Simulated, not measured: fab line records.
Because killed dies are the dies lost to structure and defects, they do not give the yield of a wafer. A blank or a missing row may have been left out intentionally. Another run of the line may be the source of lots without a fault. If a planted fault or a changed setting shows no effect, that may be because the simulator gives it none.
Problem report, 8D (eight disciplines) form, completed by code || flow sky130 || the parts of the form that need people (team, actions taken, sign-off) are left out

1. PROBLEM STATEMENT
strip time to endpoint s at SKY_METAL2_STRIP_20 reads a mean of 3.16 s on 2 wafers of 1 lot; wafers without a fault read 2.68 s with a standard deviation of 0.052. Relative to the usual mean, that is a shift of +9.2 standard deviations.
The step: strips in O2/N2.
First observed at day 38 18:01: wafer L260.4, on plasma asher-01. At this step, 15 wafers from 5 lots have a number in the record. Rule for "out" (also "out of limits"): further than 4 standard deviations from the usual mean. Any other wafer with a number is counted as sound.

2. WHAT THIS IS AND IS NOT
{"question": "which readings at this step", "is": "strip time to endpoint s", "is not": "chamber pressure mTorr, drypump motor current A"}
{"question": "which lots", "is": "L260", "is not": "L248, L254, L264, L268"}
{"question": "which wafers of those lots", "is": "L260.4, L260.6", "is not": "L260.3"}
{"question": "read on which tools", "is": "plasma asher-01", "is not": "plasma asher-03, plasma asher-04"}
{"question": "when", "is": "from day 38 18:01", "is not": "up to then (7 sound wafers); but 6 sound wafers of L264, L268 came after"}

3. THE SUSPECTS, EACH WITH WHAT RULES IT OUT
Counting: if a tool at a process step up to the reading ran every lot that is out, it stays a suspect. Sound lots after the first of them don't rule it out here, since some wafers of a struck lot are sound.
- rie metal-04 at SKY_METAL2_DESCUM_17 (chemistry O2, time 8 s): kept. L260, the lot that is out, went through it at day 38 17:49; up to then, the latest sound lot through it was L248 at day 34 22:31.
- rie metal-04 at SKY_METAL2_ETCH_18 (etches BARC in N2/H2, stops on SiO2, time 45.9 s, target depth 60 nm): kept. L260, the lot that is out, went through it at day 38 17:52; up to then, the latest sound lot through it was L248 at day 34 22:34.
- rie metal-04 at SKY_METAL2_METAL_ETCH_19 (etches the open film in Cl2/BCl3, stops on SiO2, target depth 360 nm, time 78 s): kept. L260, the lot that is out, went through it at day 38 17:56; up to then, the latest sound lot through it was L248 at day 34 22:38.
- plasma asher-01 at SKY_METAL2_STRIP_20 (strips in O2/N2): kept. It ran the lot that is out, L260 (day 38 18:01). Its own strip time to endpoint s readings are out on those wafers.
Left after counting: rie metal-04 at SKY_METAL2_DESCUM_17, rie metal-04 at SKY_METAL2_ETCH_18, rie metal-04 at SKY_METAL2_METAL_ETCH_19, plasma asher-01 at SKY_METAL2_STRIP_20.

4. THE CAUSE (what the simulator had put in)
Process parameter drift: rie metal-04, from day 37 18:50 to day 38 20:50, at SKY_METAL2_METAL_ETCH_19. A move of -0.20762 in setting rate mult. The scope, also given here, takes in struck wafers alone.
Counting left 4 suspects, and this tool is among them.

5. THE CHAIN OF EFFECTS, in route order
One row per reading whose mean, taken over the struck wafers that have a number, lies over 3 standard deviations from the usual. Scope: only readings with a usual standard deviation given in the record; hours: median across lots of the time from each lot's start at the first step in this table that gives one to its start at this step; sigmas: change in usual standard deviations.
{"hours": 0, "step": "SKY_METAL2_STRIP_20", "reading": "oes product au", "usual": "0.343 a.u.", "on struck wafers": 0.361, "change": "+0.018", "sigmas": "+3.2"}
{"hours": 0, "step": "SKY_METAL2_STRIP_20", "reading": "strip time to endpoint s", "usual": "2.68 s", "on struck wafers": 3.16, "change": "+0.48", "sigmas": "+9.2"}
Process steps it contains:
- SKY_METAL2_STRIP_20: strips in O2/N2.

6. HOW IT WOULD HAVE BEEN CAUGHT EARLIER
In this record the first reading out of limits was taken at day 38 18:01, 23 hours after the fault began at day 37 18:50.
Tool readings at SKY_METAL2_METAL_ETCH_19 with a usual standard deviation given in the record: none out on any struck wafer, hence no alarm at a limit of 4 standard deviations on them.
Lots out: 1; all had begun SKY_METAL2_METAL_ETCH_19 on rie metal-04 by day 38 18:01. Tool hold at that time: it would have spared none of them.
